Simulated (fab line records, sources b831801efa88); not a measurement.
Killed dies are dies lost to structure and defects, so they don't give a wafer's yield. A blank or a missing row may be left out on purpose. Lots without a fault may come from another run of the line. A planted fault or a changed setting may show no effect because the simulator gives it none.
Which tool did it? | flow sky130 | 15 lots, 45 wafers sampled, at 3 steps of a route of 708

WHAT THE GAUGES READ, wafer by wafer
SKY_SONOS_ONO_OVL_MEAS_14.
lot  | measured     | on         | SONOS_ONO_OVL (nm)
L434 | day 13 09:42 | overlay-02 | 0.1 -1.0 -0.7
L435 | day 13 10:11 | overlay-02 | -1.7 -2.1 -2.1
L436 | day 14 11:24 | overlay-02 | 1.1 0.4 -0.6
L438 | day 14 22:15 | overlay-01 | -0.6 -0.8 -1.2
L439 | day 14 23:37 | overlay-01 | -0.1 1.6 0.1
L442 | day 15 04:48 | overlay-02 | -0.5 -0.7 -1.1
L440 | day 15 10:07 | overlay-02 | 0.3 -1.3 -1.1
L441 | day 15 10:36 | overlay-01 | -0.7 -1.5 -1.5
L445 | day 16 18:06 | overlay-02 | -2.4 -1.1 -1.2
L450 | day 18 07:36 | overlay-01 | -2.0 0.0 -1.2
L453 | day 19 04:58 | overlay-02 | -2.6 -2.5 -1.9
L454 | day 19 23:14 | overlay-01 | -1.4 -1.7 -2.0
L455 | day 20 08:22 | overlay-02 | 1.1 1.5 -0.9
L456 | day 20 13:24 | overlay-01 | -1.3 -1.4 -1.0
L457 | day 20 15:50 | overlay-01 | 0.1 -1.0 -0.2

SKY_POLY_GATE_CD_MEAS_22.
lot  | measured     | on        | cd_nm (nm)
L434 | day 17 06:49 | cd_sem-01 | 150.7 148.1 151.1
L435 | day 17 06:49 | cd_sem-02 | 148.1 148.4 150.5
L436 | day 18 12:04 | cd_sem-02 | 152.7 150.6 151.4
L438 | day 18 20:58 | cd_sem-02 | 151.1 150.7 154.3
L439 | day 19 01:59 | cd_sem-02 | 150.1 148.8 150.3
L442 | day 19 12:19 | cd_sem-02 | 150.1 150.9 152.3
L440 | day 19 13:36 | cd_sem-02 | 149.2 146.8 149.6
L441 | day 19 14:47 | cd_sem-02 | 152.2 152.3 151.5
L445 | day 21 00:13 | cd_sem-01 | 148.3 148.3 147.8
L450 | day 22 10:58 | cd_sem-01 | 150.4 150.3 150.8
L453 | day 23 10:03 | cd_sem-02 | 148.8 148.2 147.0
L454 | day 24 00:58 | cd_sem-02 | 149.5 148.8 147.5
L455 | day 24 11:35 | cd_sem-01 | 149.1 148.2 151.3
L456 | day 24 17:04 | cd_sem-02 | 147.4 149.9 148.2
L457 | day 24 19:37 | cd_sem-02 | 148.3 146.8 148.8

SKY_LDD_N_TW_MEAS_17.
lot  | measured     | on            | LDD_N_TW
L434 | day 18 14:13 | film_metro-03 | 2587 2593 2597
L435 | day 18 14:40 | film_metro-04 | 2567 2553 2569
L436 | day 19 19:46 | film_metro-02 | 2606 2616 2601
L438 | day 20 05:25 | film_metro-03 | 2612 2618 2611
L439 | day 20 09:22 | film_metro-02 | 2618 2607 2592
L442 | day 20 19:55 | film_metro-03 | 2614 2620 2624
L440 | day 20 21:38 | film_metro-02 | 2609 2612 2594
L441 | day 20 22:34 | film_metro-04 | 2577 2572 2569
L445 | day 22 07:28 | film_metro-03 | 2626 2626 2605
L450 | day 23 18:19 | film_metro-04 | 2600 2588 2574
L453 | day 24 17:07 | film_metro-03 | 2579 2591 2590
L454 | day 25 07:26 | film_metro-02 | 2598 2602 2594
L455 | day 25 17:58 | film_metro-03 | 2612 2612 2615
L456 | day 25 23:37 | film_metro-04 | 2564 2547 2554
L457 | day 26 02:22 | film_metro-03 | 2607 2611 2611

WHICH TOOL RAN EACH LOT (tool, then ch and the chambers of the sampled wafers, then the start)
The record holds no process step before these readings.

WHAT THE TOOLS THEMSELVES READ (means of the sampled wafers that have a number; where no wafer has one, the mark that the record gives instead)
The record holds no such reading with a usual standard deviation.

THE ANSWER, worked out from the rows above alone
Rule: what is usual is taken from the lots themselves. Put in order of their means at a reading, lots are off if they are a third of the lots or fewer, leave a main group of 4 or more, and stand apart from it by a gap of 3 or more times the standard deviation of the main group's means; of several such gaps the widest counts. A main group whose means are all the same, to the digits that the tables above print for the reading, isn't used. A lot without any number at a reading at which 4 lots or more have one is off too. The other lots that the step has rows for count as sound. The gauges are gone through in route order, then the tools' own readings, and for those a lot's mean is taken as printed above. The first step at which some lot is off is used, and at that step the reading that is off furthest; a lot without a number counts as furthest.
No lot is off at any reading shown: from this, nothing can be told.

WHAT THE SIMULATOR HAD PUT IN
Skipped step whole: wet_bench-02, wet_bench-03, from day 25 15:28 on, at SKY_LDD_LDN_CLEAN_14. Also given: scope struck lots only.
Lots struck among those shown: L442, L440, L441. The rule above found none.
